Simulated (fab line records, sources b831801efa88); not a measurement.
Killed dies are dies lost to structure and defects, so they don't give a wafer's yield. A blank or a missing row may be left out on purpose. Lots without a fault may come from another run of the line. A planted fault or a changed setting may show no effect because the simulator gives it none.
Which tool did it? | flow sky130 | 14 lots, 42 wafers sampled, at 3 steps of a route of 708

WHAT THE GAUGES READ, wafer by wafer
The record holds no reading of a measuring or inspecting step that can be judged against a usual standard deviation.

WHICH TOOL RAN EACH LOT (tool, then ch and the chambers of the sampled wafers, then the start)
lot  | SKY_VIA3_SPUTTER_20          | SKY_METAL4_SPUTTER_02        | SKY_METAL4_SPUTTER_03
L238 | pvd_sputter-03, day 41 03:19 | pvd_sputter-01, day 41 04:15 | pvd_sputter-01, day 41 04:17
L241 | pvd_sputter-01, day 41 04:45 | pvd_sputter-03, day 41 05:39 | pvd_sputter-03, day 41 05:41
L237 | pvd_sputter-01, day 41 10:57 | pvd_sputter-03, day 41 11:47 | pvd_sputter-03, day 41 11:50
L240 | pvd_sputter-04, day 41 13:49 | pvd_sputter-02, day 41 14:31 | pvd_sputter-02, day 41 14:34
L243 | pvd_sputter-01, day 41 18:11 | pvd_sputter-01, day 41 18:54 | pvd_sputter-01, day 41 18:56
L244 | pvd_sputter-03, day 42 02:08 | pvd_sputter-02, day 42 02:53 | pvd_sputter-02, day 42 02:54
L245 | pvd_sputter-04, day 42 10:01 | pvd_sputter-02, day 42 10:44 | pvd_sputter-02, day 42 10:46
L246 | pvd_sputter-01, day 42 18:23 | pvd_sputter-03, day 42 19:07 | pvd_sputter-03, day 42 19:08
L248 | pvd_sputter-01, day 43 04:32 | pvd_sputter-02, day 43 05:23 | pvd_sputter-02, day 43 05:25
L249 | pvd_sputter-01, day 43 13:11 | pvd_sputter-03, day 43 14:02 | pvd_sputter-03, day 43 14:04
L250 | pvd_sputter-04, day 43 16:14 | pvd_sputter-03, day 43 16:57 | pvd_sputter-03, day 43 16:59
L251 | pvd_sputter-04, day 43 20:14 | pvd_sputter-03, day 43 20:57 | pvd_sputter-03, day 43 20:59
L255 | pvd_sputter-04, day 44 22:23 | pvd_sputter-02, day 44 23:08 | pvd_sputter-02, day 44 23:11
L260 | pvd_sputter-04, day 46 07:19 | pvd_sputter-03, day 46 08:02 | pvd_sputter-03, day 46 08:04
- SKY_VIA3_SPUTTER_20: material TiN, target thk 20 nm, time 80 s.
- SKY_METAL4_SPUTTER_02: material AlCu, target thk 735 nm, time 39.1 s.
- SKY_METAL4_SPUTTER_03: material Ti, target thk 5 nm, time 3.3 s.

WHAT THE TOOLS THEMSELVES READ (means of the sampled wafers that have a number; where no wafer has one, the mark that the record gives instead)
SKY_VIA3_SPUTTER_20.
lot  | tool           | cathode_dc_power_W (W) | chamber_pressure_pa (Pa) | throttle_valve_pct (%)
L238 | pvd_sputter-03 | 4000.1                 | 5.006                    | 29.5
L241 | pvd_sputter-01 | 3999.9                 | 4.994                    | 30.4
L237 | pvd_sputter-01 | 4000.0                 | 4.987                    | 31.1
L240 | pvd_sputter-04 | 3999.8                 | 4.983                    | 30.4
L243 | pvd_sputter-01 | 4000.4                 | 4.993                    | 31.1
L244 | pvd_sputter-03 | 3999.8                 | 4.994                    | 29.1
L245 | pvd_sputter-04 | 4000.0                 | 4.995                    | 29.6
L246 | pvd_sputter-01 | 3999.4                 | 5.005                    | 30.3
L248 | pvd_sputter-01 | 4000.0                 | 4.997                    | 31.0
L249 | pvd_sputter-01 | 3999.6                 | 5.007                    | 31.1
L250 | pvd_sputter-04 | 4000.0                 | 4.997                    | 31.2
L251 | pvd_sputter-04 | 3999.8                 | 5.000                    | 30.1
L255 | pvd_sputter-04 | 4000.0                 | 4.996                    | 29.9
L260 | pvd_sputter-04 | 4000.6                 | 5.001                    | 30.5

SKY_METAL4_SPUTTER_02.
lot  | tool           | cathode_dc_power_W (W) | chamber_pressure_pa (Pa) | throttle_valve_pct (%)
L238 | pvd_sputter-01 | 10601                  | 0.3991                   | 31.1
L241 | pvd_sputter-03 | 10597                  | 0.3996                   | 30.2
L237 | pvd_sputter-03 | 10600                  | 0.4003                   | 31.2
L240 | pvd_sputter-02 | 10600                  | 0.3991                   | 29.8
L243 | pvd_sputter-01 | 10598                  | 0.3995                   | 31.7
L244 | pvd_sputter-02 | 10600                  | 0.4005                   | 30.0
L245 | pvd_sputter-02 | 10599                  | 0.3996                   | 31.0
L246 | pvd_sputter-03 | 10600                  | 0.3995                   | 29.8
L248 | pvd_sputter-02 | 10600                  | 0.3999                   | 30.5
L249 | pvd_sputter-03 | -                      | -                        | -
L250 | pvd_sputter-03 | -                      | -                        | -
L251 | pvd_sputter-03 | 10602                  | 0.3992                   | 30.1
L255 | pvd_sputter-02 | 10598                  | 0.3993                   | 30.0
L260 | pvd_sputter-03 | 10600                  | 0.4005                   | 31.0

SKY_METAL4_SPUTTER_03.
lot  | tool           | cathode_dc_power_W (W) | chamber_pressure_pa (Pa) | throttle_valve_pct (%)
L238 | pvd_sputter-01 | 2999.8                 | 0.4005                   | 31.2
L241 | pvd_sputter-03 | 2999.8                 | 0.3995                   | 30.1
L237 | pvd_sputter-03 | 2999.2                 | 0.3996                   | 31.2
L240 | pvd_sputter-02 | 3000.2                 | 0.4010                   | 29.9
L243 | pvd_sputter-01 | 2999.7                 | 0.3998                   | 31.6
L244 | pvd_sputter-02 | 2999.6                 | 0.3994                   | 30.0
L245 | pvd_sputter-02 | 3000.1                 | 0.4003                   | 31.1
L246 | pvd_sputter-03 | 2999.7                 | 0.3997                   | 29.8
L248 | pvd_sputter-02 | 2999.6                 | 0.4000                   | 30.4
L249 | pvd_sputter-03 | 3000.0                 | 0.3999                   | 28.9
L250 | pvd_sputter-03 | 3000.0                 | 0.4000                   | 29.9
L251 | pvd_sputter-03 | 3000.0                 | 0.4001                   | 30.0
L255 | pvd_sputter-02 | 3000.2                 | 0.3996                   | 29.9
L260 | pvd_sputter-03 | 3000.4                 | 0.3996                   | 31.0

THE ANSWER, worked out from the rows above alone
Rule: what is usual is taken from the lots themselves. Put in order of their means at a reading, lots are off if they are a third of the lots or fewer, leave a main group of 4 or more, and stand apart from it by a gap of 3 or more times the standard deviation of the main group's means; of several such gaps the widest counts. A main group whose means are all the same, to the digits that the tables above print for the reading, isn't used. A lot without any number at a reading at which 4 lots or more have one is off too. The other lots that the step has rows for count as sound. The gauges are gone through in route order, then the tools' own readings, and for those a lot's mean is taken as printed above. The first step at which some lot is off is used, and at that step the reading that is off furthest; a lot without a number counts as furthest.
Off: L249, L250, at SKY_METAL4_SPUTTER_02 (cathode_dc_power_W). Without a number there: L249, L250. The main group: mean 10600 W, standard deviation 1.3.
A tool fits if, at that step or a process step before it, it ran every lot that is off, and no sound lot after the first of them. None of those tried fits.

WHAT THE SIMULATOR HAD PUT IN
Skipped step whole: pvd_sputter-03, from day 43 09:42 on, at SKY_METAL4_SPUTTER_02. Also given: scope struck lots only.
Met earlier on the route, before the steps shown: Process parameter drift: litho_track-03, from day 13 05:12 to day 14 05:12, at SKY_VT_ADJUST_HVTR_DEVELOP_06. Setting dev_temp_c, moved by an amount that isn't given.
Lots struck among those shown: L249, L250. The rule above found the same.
